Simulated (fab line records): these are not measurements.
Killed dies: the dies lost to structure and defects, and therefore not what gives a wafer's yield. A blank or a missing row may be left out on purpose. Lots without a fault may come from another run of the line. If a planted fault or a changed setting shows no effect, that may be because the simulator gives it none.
A struck lot beside a sound one    flow gf180mcu    17 steps out of a route of 602
Sound: the wafers L402.2, L402.3, L402.5. Struck: wafer L413.3 (left out: L413.1, L413.6 of the same lot, which were not struck); the cause appears at the end.
Order at every step that has rows: each side's tool, ch and its chambers, its first start. Under that, the readings that differ: sound wafers    struck wafers    difference of the means    sigmas: that difference in standard deviations of wafers without a fault.
alike: words and numbers the same on both sides, and readings whose means are apart by under 2 such deviations; not compared: readings that were withheld, readings missing a value for some wafer, numbers with overlapping values and no deviation given by the record, and bounds like >300 which may hide the same value.
Wherever a step has rows on one side only, a row that says differs or no value, or a row with sigmas, the two part there. Non-overlapping numbers with no deviation appear without sigmas and do not part them. Lack of a reading on every wafer of one side parts them only where that side has two or more wafers.

first, 4 steps without rows for these wafers: GF_M2_SOFTBAKE_10 (time 60 s); GF_M2_EXPOSE_11 (exposes mask Metal2, target cd 280 nm); GF_M2_PEB_12 (peb time 90 s); GF_M2_DEVELOP_13 (develop time 60 s).
GF_M2_CD_MEAS_14: target cd 280 nm.
  sound on cd_sem-01 at day 20 22:35; struck on cd_sem-02 at day 24 16:13
  alike: cd_nm
GF_M2_OVL_MEAS_15:
  sound on overlay-02 at day 20 22:41; struck on overlay-01 at day 24 16:20
  alike: M2_OVL
GF_M2_METAL_ETCH_16: etches the open film in Cl2/BCl3, stops on SiO2, target depth 750.8 nm, time 125.1 s.
  sound on rie_metal-04 ch 0,1, day 20 22:43; struck on rie_metal-01 ch 1, day 24 16:22
  alike: drypump_motor_current_A, oes_product_au, throttle_valve_pct
  not compared: rf_hours_counter_h
GF_M2_STRIP_17: strips in O2/N2.
  sound on plasma_asher-02 ch 0,1, day 20 22:50; struck on plasma_asher-02 ch 1, day 24 16:29
  alike: drypump_motor_current_A, heater_power_w, oes_product_au, strip_time_to_endpoint_s
  not compared: rf_hours_counter_h
then, 3 steps without rows for these wafers: GF_M2_STRIP_18 (strips in post etch residue remover, time 1200 s); GF_M2_CLEAN_19 (cleans in DIW); GF_V2_CVD_00 (deposits SiO2, target thk 600 nm, time 100 s).
GF_V2_THK_MEAS_01:
  sound on film_metro-04 at day 20 23:28; struck on film_metro-04 at day 24 17:06
  alike: V2_CVD_00_THK
GF_V2_CVD_02: deposits SiO2 from TEOS, target thk 850 nm, time 94.851 s.
  sound on pecvd-02 ch 0,1, day 20 23:31; struck on pecvd-01 ch 1, day 24 17:10
reading                              sound              struck  difference  sigmas
heater_power_w (W)                   728 495 593        835     +230        +2
rf_fwd_power_W (W)                   596.5 594.7 595.9  499.5   -96.2       -48
model.SiO2_of_V2_CVD_02.thk_nm (nm)  842.8 828.9 860.1  802.3   -41.6       
  not compared: since_wet_clean_h
GF_V2_THK_MEAS_03:
  sound on film_metro-01 at day 20 23:35; struck on film_metro-02 at day 24 17:14
reading             sound        struck  difference  sigmas
V2_CVD_02_THK (nm)  844 828 860  803     -41         -4
GF_V2_CMP_04: polishes SiO2.
  sound on cmp-01 ch 1,2,3, day 20 23:38; struck on cmp-01 ch 3, day 24 17:23
reading                 sound     struck  difference  sigmas
time_to_endpoint_s (s)  77 69 83  64      -12         -3
  alike: edge_zone_pressure_frac, motor_current_A
GF_V2_BOW_MEAS_05:
  sound on film_metro-01 at day 20 23:58; struck on film_metro-01 at day 24 17:38
  alike: V2_BOW
-- the record jumps here: 9 days lie between the struck wafers' starts before and after (it left off in module V2 and takes up again in module PASSIVATION, whose first step shown is number 602 of the route) --
GF_PASSIVATION_PROBE_99:
  record: rows for the struck wafers here (prober-01, day 33 07:00), none for the sound ones

## WHERE THEY PART
Last at GF_PASSIVATION_PROBE_99 as far as this record goes, first at GF_V2_CVD_02.

WHY: the cause the simulator had injected
pecvd-01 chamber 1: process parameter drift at GF_V2_CVD_02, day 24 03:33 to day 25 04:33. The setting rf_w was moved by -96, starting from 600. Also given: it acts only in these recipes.
